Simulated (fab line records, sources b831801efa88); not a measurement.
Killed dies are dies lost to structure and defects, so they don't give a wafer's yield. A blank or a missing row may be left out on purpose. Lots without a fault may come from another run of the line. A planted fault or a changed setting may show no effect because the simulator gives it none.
A struck lot beside a sound one | flow sky130 | 16 steps out of a route of 708
Sound: wafers L784.1, L784.2, L784.3. Struck: wafers L794.2, L794.4, L794.6. The cause comes at the end.
At each step with rows: each side's tool, then ch and its chambers, then its first start. Under that, the readings that differ: sound wafers | struck wafers | difference of the means | sigmas: that difference in standard deviations of wafers without a fault.
alike: readings whose means differ by less than 2 such deviations, and words and numbers that are the same on both sides. not compared: withheld readings, readings that some wafer has no value for, bounds like >300 that may hide the same value, and numbers for which the record gives no deviation and whose values overlap.
The two part at a step that has a row with sigmas, a row that says differs or no value, or rows on one side only. Numbers that don't overlap but have no deviation are shown without sigmas and don't part them. A reading that every wafer of one side lacks parts them only if that side has two wafers or more.

SKY_SONOS_ONO_OVL_MEAS_14:
  sound on overlay-01, day 16 04:05; struck on overlay-02, day 19 02:08
  reading            | sound       | struck         | difference | sigmas
  SONOS_ONO_OVL (nm) | 1.1 0.5 1.2 | -2.7 -1.2 -2.3 | -3.0       | -2
SKY_SONOS_ONO_ETCH_15: etches the open film in CHF3/O2, target depth 19.52 nm, time 7.8 s.
  sound on rie_diel-04 ch 0,2,3, day 16 04:07; struck on rie_diel-01 ch 0,2,3, day 19 02:10
  alike: drypump_motor_current_A, oes_product_au, throttle_valve_pct
  not compared: rf_hours_counter_h
then, 1 step without rows for these wafers: SKY_SONOS_ONO_WET_ETCH_16 (etches SiO2 in dHF, target depth 14 nm, time 280 s).
SKY_SONOS_ONO_STRIP_17: strips in O2/N2.
  sound on plasma_asher-02 ch 0,1, day 16 04:13; struck on plasma_asher-02 ch 0,1, day 19 02:17
  alike: drypump_motor_current_A, oes_product_au, strip_time_to_endpoint_s
  not compared: rf_hours_counter_h
then, 3 steps without rows for these wafers: SKY_SONOS_ONO_WET_ETCH_18 (etches Si3N4 in H3PO4, target depth 15 nm, time 172 s); SKY_GATE_OXIDE_CLEAN_00 (cleans in SC1/SC2, time 150 s); SKY_GATE_OXIDE_OXIDATION_01 (stabilise 600 s, purge 300 s, target thk 10.268 nm).
SKY_GATE_OXIDE_THK_MEAS_02:
  sound on film_metro-03, day 16 10:20; struck on film_metro-04, day 19 05:23
  alike: GATE_OXIDE_OXIDATION_00_THK
then, 4 steps without rows for these wafers: SKY_GATE_OXIDE_DEHYDRATE_03 (time 60 s); SKY_GATE_OXIDE_HMDS_04 (prime time 60 s); SKY_GATE_OXIDE_COAT_05 (resist thk 1140 nm); SKY_GATE_OXIDE_SOFTBAKE_06 (time 60 s).
SKY_GATE_OXIDE_EXPOSE_07: exposes mask LVOM, target cd 600 nm.
  sound on iline_stepper-02 ch 0, day 16 22:16; struck on iline_stepper-02 ch 0, day 19 21:00
  reading                            | sound                      | struck            | difference | sigmas
  model.GATE_OXIDE.overlay_x_nm (nm) | -0.02564 -0.02564 -0.02564 | 217.5 217.5 217.5 | +217.5     |
  alike: mask
then, 2 steps without rows for these wafers: SKY_GATE_OXIDE_PEB_08; SKY_GATE_OXIDE_DEVELOP_09 (develop time 60 s).
SKY_GATE_OXIDE_OVL_MEAS_10:
  sound on overlay-02, day 17 13:04; struck on overlay-01, day 20 12:26
  reading             | sound          | struck            | difference | sigmas
  GATE_OXIDE_OVL (nm) | -2.0 -2.3 -1.7 | 218.9 217.5 217.2 | +219.9     | +99 or more
  not compared: hold

WHERE THEY PART
First at SKY_SONOS_ONO_OVL_MEAS_14; last, within this record, at SKY_GATE_OXIDE_OVL_MEAS_10.

WHY: what the simulator had put in
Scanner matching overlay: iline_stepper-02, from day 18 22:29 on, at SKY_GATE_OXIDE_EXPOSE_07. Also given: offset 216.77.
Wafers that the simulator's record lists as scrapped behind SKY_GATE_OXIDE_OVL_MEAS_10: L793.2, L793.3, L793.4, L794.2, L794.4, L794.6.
